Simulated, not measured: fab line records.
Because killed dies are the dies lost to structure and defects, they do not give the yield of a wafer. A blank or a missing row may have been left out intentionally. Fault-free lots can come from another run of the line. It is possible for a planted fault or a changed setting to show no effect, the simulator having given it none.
Chamber matching	flow sky130	SKY_PASSIVATION_CVD_02 on pecvd-02: 3 sister chambers
The step deposits Si3N4, target thk 540 nm. 6 wafers are shown with their chamber, then 7 later ones without.

## EACH WAFER AND ITS CHAMBER
wafer	chamber	heaterPowerW (W)	susceptorTempC (C)
L304.6	0	640	400.29
L309.3	1	669	399.87
L311.4	2	877	400.09
L311.6	1	628	400.08
L316.1	0	745	400.12
L316.3	2	924	399.99

## WAFERS WITHOUT THEIR CHAMBER
wafer	heaterPowerW (W)	susceptorTempC (C)
L316.4	569	399.78
L317.3	878	400.00
L317.5	761	400.05
L317.6	724	399.86
L320.2	732	400.22
L320.5	643	400.40
L320.6	747	400.01

## WHICH CHAMBER EACH WENT THROUGH
wafer	from the rows above	in truth
L316.4	1	1
L317.3	2	2
L317.5	can't be placed: 0 or 1 or 2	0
L317.6	can't be placed: 1 or 0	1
L320.2	can't be placed: 0 or 1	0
L320.5	can't be placed: 0 or 1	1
L320.6	can't be placed: 0 or 1 or 2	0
2 of 7 placed correctly. From these rows, 5 cannot be placed; in 5 the true chamber is one of the candidates. 0 placed wrongly.
How it was worked out, from the rows above alone: a wafer's distance from a chamber is the root of the sum, over the readings, of the square of ((its reading less the chamber's mean) divided by the reading's scatter). The wafer belongs to the nearest chamber; if the next one is less than 2 further off, it can't be placed. For every chamber, the mean is computed from those of its wafers that are shown. The scatter: take each reading less its chamber's mean, square it, sum over the shown wafers, divide by the number of wafers less the number of chambers, and take the root.
